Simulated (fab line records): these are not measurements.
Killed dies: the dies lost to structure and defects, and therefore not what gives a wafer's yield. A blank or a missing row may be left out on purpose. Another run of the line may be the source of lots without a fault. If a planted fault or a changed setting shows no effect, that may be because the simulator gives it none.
Chamber matching :: flow gf180mcu :: GF_V1_CMP_04 on cmp-02: 4 sister chambers
The step polishes SiO2. 4 wafers are shown with their chamber, then 7 later ones without.

== WAFERS PAIRED WITH THEIR CHAMBERS ==
wafer: L108.2
chamber: 2
motorCurrentA (A): 13.9

wafer: L108.3
chamber: 0
motorCurrentA (A): 13.3

wafer: L117.3
chamber: 3
motorCurrentA (A): 12.5

wafer: L117.4
chamber: 1
motorCurrentA (A): 10.6

== WAFERS WITH NO CHAMBER GIVEN ==
wafer: L117.6
motorCurrentA (A): 14.9

wafer: L119.1
motorCurrentA (A): 12.0

wafer: L119.4
motorCurrentA (A): 13.2

wafer: L119.5
motorCurrentA (A): 14.3

wafer: L123.2
motorCurrentA (A): 14.6

wafer: L123.3
motorCurrentA (A): 15.0

wafer: L123.4
motorCurrentA (A): 12.2

== EACH ONE'S CHAMBER ==
wafer: L117.6
from the rows above: can't be placed: 2 or 0
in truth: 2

wafer: L119.1
from the rows above: can't be placed: 3 or 0 or 1
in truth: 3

wafer: L119.4
from the rows above: can't be placed: 0 or 3 or 2
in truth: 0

wafer: L119.5
from the rows above: can't be placed: 2 or 0
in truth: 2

wafer: L123.2
from the rows above: can't be placed: 2 or 0
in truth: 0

wafer: L123.3
from the rows above: can't be placed: 2 or 0
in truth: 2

wafer: L123.4
from the rows above: can't be placed: 3 or 0 or 1
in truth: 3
Correctly placed: 0 of 7. Can't be placed from these rows: 7 (the true chamber is among the candidates in 7). Placed wrongly: 0.
How it was worked out, from the rows above alone: a wafer's distance from a chamber is the root of the sum, over the readings, of the square of ((its reading less the chamber's mean) divided by the reading's scatter). If the next closest chamber is less than 2 further off than the closest, the wafer can't be placed; otherwise it belongs to the closest. Each chamber's mean is taken over the wafers shown for it. The scatter: root of mean squared gap, hidden wafer to nearest shown wafer, with one shown wafer a chamber.
